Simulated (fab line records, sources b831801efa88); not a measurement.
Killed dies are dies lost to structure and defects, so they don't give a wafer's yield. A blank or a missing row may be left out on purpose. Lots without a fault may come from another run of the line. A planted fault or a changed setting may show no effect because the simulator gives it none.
fab line records | flow sky130
record lots=5 wafers=15 last_day=50
route steps=708 shown SONOS_ONO@182 GATE_OXIDE@187 PAD_OPEN@708
lots that met no fault: from a run of the same line without faults
start_h: hours from the record's first day to the start of the lot's first wafer shown | wait_h: hours since the lot's step before | " the same as in the row above | L1.1+2: a row that stands for several wafers | - no value, or no start given | * or withheld: withheld | < > ~ a bound
route shown NAME@n: a module of which the file shows steps, and the number in the route of the first | usual: mean/standard deviation of fault-free wafers | same: alike in all rows | chamber/n: place in a boat | sites: the reading at each site | _std_site: their standard deviation | _edge_site: outer sites' mean less inner sites' | radius_mm: how far each site lies from the wafer's centre | mask NAME#n: copy n | behind: the tool/chamber that last shaped the wafer | hold: why the lot was held/for how many hours/how that ended | device: the transistor (n, p or np) that didn't switch | end of line: the same wafers' tests at the end of the route | a step without rows: its recipe alone | killed: dies lost to structure and defects at the first sort, not the wafer's yield | map: a wafer's dies, x killed, . not, _ none there
set.NAME: the setting as run; set.NAME@STEP: as run at that earlier step | model.NAME: the simulator's own value behind a step, which no gauge read
lots at some steps of the route; a table a step, a row a wafer
services: from which hour (start_h, from the record's first day; less than 0 if before it) a tool's chamber was out of use, for how many hours, and why
## steps
# step SKY_SONOS_ONO_OVL_MEAS_14
# usual SONOS_ONO_OVL=1.4/1.2
# columns lot.wafer tool chamber start_h wait_h SONOS_ONO_OVL[nm]
L262.1 overlay-01 - 299.14 0.1 1.9
L262.2 " - " " 1.2
L262.4 " - " " 1.0
L263.1 overlay-01 - 299.43 0.1 3.1
L263.4 " - " " 2.4
L263.6 " - " " 1.7
L270.2 overlay-01 - 354.63 0.1 2.6
L270.4 " - " " 4.7
L270.5 " - " " 3.6
L281.2 overlay-02 - 447.43 0.1 0.2
L281.3 " - " " -0.1
L281.4 " - " " 0.8
L283.3 overlay-01 - 463.35 0.1 0.2
L283.4 " - " " 0.1
L283.6 " - " " -0.8
# step SKY_SONOS_ONO_ETCH_15
# recipe target_depth_nm=19.52 chemistry=CHF3/O2 source_w=600 bias_w=200 pressure_mtorr=40 chf3_flow_sccm=50 O2_flow_sccm=5 time_s=7.8
# usual O2_flow_sccm=4.999/0.013 bias_w=200.0/0.59 drypump_motor_current_A=5.8/0.55 oes_product_au=0.999/0.0098 throttle_valve_pct=8.825/0.0094
# same time_s=7.8
# columns lot.wafer tool chamber start_h wait_h O2_flow_sccm bias_w drypump_motor_current_A oes_product_au rf_hours_counter_h throttle_valve_pct
L262.1 rie_diel-02 2 299.18 0.0 5.012 200.4 5.7 1.018 86 8.820
L262.2 " 1 " " 5.015 199.9 5.9 1.016 25 8.810
L262.4 " 3 " " 4.997 200.3 6.0 1.004 31 8.822
L263.1 rie_diel-04 1 299.46 0.0 5.003 199.6 6.1 0.997 4 8.817
L263.4 " 2 " " 5.000 199.8 5.3 0.987 40 8.826
L263.6 " 1 " " 4.982 200.1 6.1 0.992 - 8.825
L270.2 rie_diel-04 1 354.66 0.0 4.996 200.0 6.1 0.985 5 8.804
L270.4 " 3 " " 4.978 199.8 6.6 0.999 3 8.835
L270.5 " 3 " " 5.000 200.2 6.6 1.001 - 8.817
L281.2 rie_diel-03 3 447.46 0.0 4.983 200.0 4.6 1.013 18 8.822
L281.3 " 1 " " 5.007 200.7 5.8 0.987 2 8.814
L281.4 " 2 " " 5.011 200.4 5.1 0.997 8 8.833
L283.3 rie_diel-04 2 463.38 0.0 5.001 200.5 5.3 0.995 43 8.831
L283.4 " 2 " " 4.980 200.9 5.3 0.989 - 8.816
L283.6 " 0 " " 4.993 199.7 5.6 0.991 - 8.827
# step SKY_SONOS_ONO_WET_ETCH_16
# recipe chemistry=dHF target_depth_nm=14 dry=n2_spin target=SiO2 dilution=100:1 temp_c=25 time_s=280
# step SKY_SONOS_ONO_STRIP_17
# recipe chemistry=O2/N2 power_w=1400 pressure_mtorr=1500 platen_temp_c=withheld o2_flow_sccm=3000 n2_flow_sccm=300 overash_fraction=0.5
# usual drypump_motor_current_A=6.0/0.62 oes_product_au=0.710/0.0044 strip_time_to_endpoint_s=14.10/0.036
# columns lot.wafer tool chamber start_h wait_h drypump_motor_current_A oes_product_au rf_hours_counter_h strip_time_to_endpoint_s
L262.1 plasma_asher-01 0 299.29 0.0 5.9 0.712 63 14.09
L262.2 " 1 " " 5.7 0.709 63 14.05
L262.4 " 1 " " 5.7 0.713 - 14.05
L263.1 plasma_asher-04 1 299.57 0.0 6.4 0.712 58 14.12
L263.4 " 0 " " 6.4 0.713 - 14.15
L263.6 " 0 " " 6.5 0.710 - 14.16
L270.2 plasma_asher-01 1 354.77 0.0 5.7 0.705 68 14.10
L270.4 " 0 " " 5.9 0.707 - 14.11
L270.5 " 0 " " 5.9 0.703 - 14.15
L281.2 plasma_asher-04 0 447.58 0.0 6.4 0.712 2 14.09
L281.3 " 1 " " 6.5 0.704 - 14.08
L281.4 " 0 " " 6.5 0.705 - 14.06
L283.3 plasma_asher-04 0 463.52 0.0 6.4 0.702 - 14.05
L283.4 " 1 " " 6.5 0.708 - 14.08
L283.6 " 1 " " 6.4 0.709 - 14.10
# step SKY_SONOS_ONO_WET_ETCH_18
# recipe chemistry=H3PO4 target_depth_nm=15 target=Si3N4 temp_c=160 time_s=172
# step SKY_GATE_OXIDE_CLEAN_00
# recipe chemistry=SC1/SC2 mix=1:4:20 temp_c=70 time_s=150 dry=n2_spin
# step SKY_GATE_OXIDE_OXIDATION_01
# recipe temp_c=900 ambient=O2 stabilise_s=600 purge_s=300 target_thk_a=102.68 ox_time_s=1473
# step SKY_GATE_OXIDE_THK_MEAS_02
# recipe reads=SiO2_of_GATE_OXIDE_OXIDATION_01
# usual GATE_OXIDE_OXIDATION_00_THK=10.33/0.2
# columns lot.wafer tool chamber start_h wait_h GATE_OXIDE_OXIDATION_00_THK[nm]
L262.1 film_metro-02 - 302.02 0.0 10.36
L262.2 " - " " 10.49
L262.4 " - " " 10.58
L263.1 film_metro-03 - 302.04 0.0 10.34
L263.4 " - " " 10.44
L263.6 " - " " 10.39
L270.2 film_metro-03 - 356.41 0.0 10.63
L270.4 " - " " 10.39
L270.5 " - " " 10.49
L281.2 film_metro-02 - 449.91 0.0 10.41
L281.3 " - " " 10.31
L281.4 " - " " 10.16
L283.3 film_metro-02 - 465.41 0.0 10.08
L283.4 " - " " 10.09
L283.6 " - " " 10.02
# step SKY_GATE_OXIDE_DEHYDRATE_03
# recipe temp_c=200 time_s=60
# step SKY_GATE_OXIDE_HMDS_04
# recipe prime_time_s=60 prime_temp_c=120
# step SKY_GATE_OXIDE_COAT_05
# recipe resist=NOVOLAK spin_rpm=3000 resist_thk_nm=1140
# step SKY_GATE_OXIDE_SOFTBAKE_06
# recipe temp_c=90 time_s=60 resist=NOVOLAK
# step SKY_GATE_OXIDE_EXPOSE_07
# recipe mask_id=LVOM na=0.6 source_shape=conventional sigma_outer=0.6 polarization=unpolarized target_cd_nm=600 dose_mj=170
# columns lot.wafer tool chamber start_h wait_h mask
L262.1+2+4 iline_stepper-02 0 314.85 - LVOM#0
L263.1+4+6 iline_stepper-02 0 314.97 - LVOM#0
L270.2+4+5 iline_stepper-02 0 370.39 - NWM#0
L281.2+3+4 iline_stepper-02 0 465.46 - LVOM#0
L283.3+4+6 iline_stepper-01 0 480.36 - LVOM#0
# step SKY_GATE_OXIDE_PEB_08
# recipe temp_c=withheld time_s=* resist=NOVOLAK
# step SKY_GATE_OXIDE_DEVELOP_09
# recipe resist=NOVOLAK developer=TMAH develop_time_s=60 dev_temp_c=23
# step SKY_GATE_OXIDE_OVL_MEAS_10
# usual GATE_OXIDE_OVL=-0.7/1.3
# columns lot.wafer tool chamber start_h wait_h GATE_OXIDE_OVL[nm]
L262.1 overlay-01 - 327.52 0.1 -1.0
L262.2 " - " " -0.5
L262.4 " - " " -0.2
L263.1 overlay-01 - 328.04 0.1 -2.3
L263.4 " - " " -1.1
L263.6 " - " " 0.1
L270.2 overlay-01 - 384.66 0.1 -
L270.4 " - " " -
L270.5 " - " " -
L281.2 overlay-01 - 480.25 0.1 -0.8
L281.3 " - " " -2.0
L281.4 " - " " -0.6
L283.3 overlay-01 - 495.12 0.1 0.2
L283.4 " - " " 1.5
L283.6 " - " " -0.8
# step SKY_GATE_OXIDE_IMPLANT_11
# recipe species=B energy_kev=10 dose_cm2=2.6e+12 tilt_deg=withheld
# step SKY_GATE_OXIDE_WET_ETCH_12
# recipe chemistry=dHF target_depth_nm=16.8 dry=n2_spin target=SiO2 dilution=100:1 temp_c=25 time_s=336
# step SKY_GATE_OXIDE_STRIP_13
# recipe chemistry=O2/N2 power_w=1400 pressure_mtorr=1500 platen_temp_c=withheld o2_flow_sccm=3000 n2_flow_sccm=300 overash_fraction=0.5
# usual drypump_motor_current_A=5.9/0.47 oes_product_au=0.716/0.0046 strip_time_to_endpoint_s=14.19/0.036
# columns lot.wafer tool chamber start_h wait_h drypump_motor_current_A oes_product_au rf_hours_counter_h strip_time_to_endpoint_s
L262.1 plasma_asher-02 0 327.81 0.0 6.6 0.717 19 14.17
L262.2 " 1 " " 4.9 0.721 19 14.22
L262.4 " 0 " " 6.5 0.711 - 14.16
L263.1 plasma_asher-01 0 328.33 0.0 5.9 0.712 66 14.12
L263.4 " 1 " " 5.7 0.720 - 14.16
L263.6 " 1 " " 5.7 0.719 - 14.16
L270.2 plasma_asher-03 0 384.94 0.0 6.1 0.722 58 14.13
L270.4 " 1 " " 6.3 0.712 - 14.15
L270.5 " 0 " " 6.1 0.716 - 14.13
L281.2 plasma_asher-01 1 480.53 0.0 5.7 0.716 78 14.20
L281.3 " 0 " " 5.9 0.714 - 14.21
L281.4 " 1 " " 5.7 0.716 - 14.19
L283.3 plasma_asher-02 1 495.43 0.0 4.9 0.718 - 14.16
L283.4 " 0 " " 6.6 0.715 - 14.17
L283.6 " 0 " " 6.6 0.712 - 14.12
# step SKY_GATE_OXIDE_TW_MEAS_14
# usual GATE_OXIDE_TW=225.9/2.5
# columns lot.wafer tool chamber start_h wait_h GATE_OXIDE_TW
L262.1 film_metro-02 - 327.91 0.1 229.8
L262.2 " - " " 230.2
L262.4 " - " " 229.2
L263.1 film_metro-02 - 328.43 0.1 229.6
L263.4 " - " " 229.4
L263.6 " - " " 228.4
L270.2 film_metro-04 - 385.05 0.1 30.1
L270.4 " - " " 29.9
L270.5 " - " " 29.7
L281.2 film_metro-03 - 480.64 0.1 224.5
L281.3 " - " " 224.8
L281.4 " - " " 225.6
L283.3 film_metro-04 - 495.51 0.1 223.1
L283.4 " - " " 224.0
L283.6 " - " " 223.3
# step SKY_GATE_OXIDE_CLEAN_15
# recipe chemistry=SC1/SC2 mix=1:4:20 temp_c=70 time_s=150 dry=n2_spin
# step SKY_PAD_OPEN_PROBE_99
# usual killed_at_M0_to_M3=43/7.6 killed_at_M4_up=2.9/1.7 killed_at_contacts=24/5.5 killed_at_front_end=15/4.2 killed_at_other=0.3/0.52 killed_dies=86/9.4 killed_on_rim=17/4 killed_open=47/7 killed_short=39/6.4
# same gross_dies=492 killed_at_back_side=0
# columns lot.wafer tool chamber start_h wait_h killed_at_M0_to_M3 killed_at_M4_up killed_at_contacts killed_at_front_end killed_at_other killed_dies killed_on_rim killed_open killed_short
L270.2 prober-01 - 1130.69 0.1 50 2 19 421 0 492 96 40 41
L270.4 prober-01 - 1130.79 0.2 43 7 25 416 1 492 96 41 52
L270.5 prober-01 - 1130.84 0.2 30 4 37 421 0 492 96 51 36
# killed by level:class
L270.2 GATE_OXIDE:area_expose=411 METAL1:geometric_particle:short=11 VIA1:geometric_particle:open=11 VIA3:geometric_particle:open=9 LOCAL_INTERCONNECT:geometric_particle:short=7 CONTACT:geometric_particle:open=6 METAL2:geometric_particle:short=5 VIA2:geometric_particle:open=5
L270.4 GATE_OXIDE:area_expose=398 VIA1:geometric_particle:open=9 METAL1:geometric_particle:short=8 CONTACT:geometric_particle:short=7 VIA2:geometric_particle:open=7 FIELD_ISO:geometric_particle:short=6 LOCAL_INTERCONNECT:geometric_particle:short=6 CONTACT:geometric_particle:open=6
L270.5 GATE_OXIDE:area_expose=405 CONTACT:geometric_particle:open=22 POLY_GATE:geometric_particle:short=7 VIA2:geometric_particle:open=6 LI_CONTACT:geometric_particle:open=5 LOCAL_INTERCONNECT:geometric_particle:short=4 CONTACT:geometric_particle:short=4 METAL2:geometric_particle:short=4
# map L270.2 (x killed, . not)
__________xxxxxxxxxx_________
________xxxxxxxxxxxxxx_______
______xxxxxxxxxxxxxxxxxx_____
_____xxxxxxxxxxxxxxxxxxxx____
____xxxxxxxxxxxxxxxxxxxxxx___
___xxxxxxxxxxxxxxxxxxxxxxxx__
__xxxxxxxxxxxxxxxxxxxxxxxxxx_
_xxxxxxxxxxxxxxxxxxxxxxxxxxxx
_xxxxxxxxxxxxxxxxxxxxxxxxxxxx
_xxxxxxxxxxxxxxxxxxxxxxxxxxxx
_xxxxxxxxxxxxxxxxxxxxxxxxxxxx
_xxxxxxxxxxxxxxxxxxxxxxxxxxxx
_xxxxxxxxxxxxxxxxxxxxxxxxxxxx
_xxxxxxxxxxxxxxxxxxxxxxxxxxxx
_xxxxxxxxxxxxxxxxxxxxxxxxxxxx
__xxxxxxxxxxxxxxxxxxxxxxxxxx_
___xxxxxxxxxxxxxxxxxxxxxxxx__
____xxxxxxxxxxxxxxxxxxxxxx___
_____xxxxxxxxxxxxxxxxxxxx____
______xxxxxxxxxxxxxxxxxx_____
________xxxxxxxxxxxxxx_______
__________xxxxxxxxxx_________
# map L262.4 (x killed, . not)
__________......x..x_________
________...x....x....._______
______....x.xxx.....x..._____
_____x.........x...x.....____
____.x..x..x..............___
___.x...x..x.x.....xx....x.__
__....x....x..xx.....x.x.xx._
_....x..........xxx...x...x..
_x..x....x........x..........
_.........x.x...........x...x
_x...x.x.......x.....xxx..xx.
_.......xxx....x....x....x...
_...............xx.xx.......x
_........x...xx............x.
_x.....xx......x.xx........x.
__.x.x....xxxx.xx.......xx.._
___xxx.x............x......__
____...x..............xxx.___
_____..x........x........____
______xx....x..........x_____
________........x.x..._______
__________xxx.x.xx.x_________
## services
# columns tool chamber start_h hours kind
rie_diel-03 1 279.59 5.6 repair
plasma_asher-01 - 281.11 2.8 pm
iline_stepper-01 - 285.41 1.6 repair
plasma_asher-02 - 286.43 2.3 repair
rie_diel-04 3 290.82 2.8 repair
iline_stepper-01 - 301.11 14.5 repair
plasma_asher-02 - 315.89 3.8 repair
rie_diel-04 3 316.39 5.5 repair
iline_stepper-02 - 323.49 3.4 repair
rie_diel-02 - 327.08 0.8 repair
plasma_asher-01 - 346.57 3.3 pm
iline_stepper-01 - 351.85 4.4 pm
rie_diel-02 3 351.90 2.9 repair
iline_stepper-02 - 380.75 1.7 pm
plasma_asher-01 - 381.34 15.6 pm
plasma_asher-04 - 385.59 1.0 repair
plasma_asher-04 - 413.98 1.1 repair
plasma_asher-02 - 417.11 0.5 repair
plasma_asher-04 - 421.25 9.0 pm
plasma_asher-01 - 445.88 14.6 pm
iline_stepper-02 - 454.93 1.9 repair
rie_diel-04 1 460.00 9.6 repair
iline_stepper-02 - 474.47 7.0 repair
rie_diel-04 - 490.04 0.6 repair
## key
first_sign step=SKY_GATE_OXIDE_EXPOSE_07 reading=mask direction=changed
effect step=SKY_GATE_OXIDE_OVL_MEAS_10 reading=GATE_OXIDE_OVL direction=missing
effect step=SKY_GATE_OXIDE_TW_MEAS_14 reading=GATE_OXIDE_TW direction=down sigmas=79 usual=225.9 struck=29.9
effect step=SKY_PAD_OPEN_PROBE_99 reading=killed_at_front_end direction=up sigmas=96 usual=15 struck=419
more_kills_born_at SKY_GATE_OXIDE_EXPOSE_07@iline_stepper-02=1214
met_at SKY_GATE_OXIDE_EXPOSE_07
struck_wafers L270.2,L270.4,L270.5
later_rows_left_out L270.2,L270.4,L270.5
tester_left_out L270
onset_between 314.97 370.39
fault kind=wrong_mask tool=any chamber=- onset_h=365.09 steps=SKY_GATE_OXIDE_EXPOSE_07 aux_copy=NWM#0 scope=struck_lots_only
# tester_left_out: of these lots the tester's yield and bins aren't shown, on N5 and GAA mostly nor the transistor test; their killed dies are dies lost to structure and defects alone, not to doping, threshold or leakage, so they don't give the yield
# later_rows_left_out: the simulator's readings of these wafers behind a module that went badly wrong aren't trusted and aren't shown, but for the sort
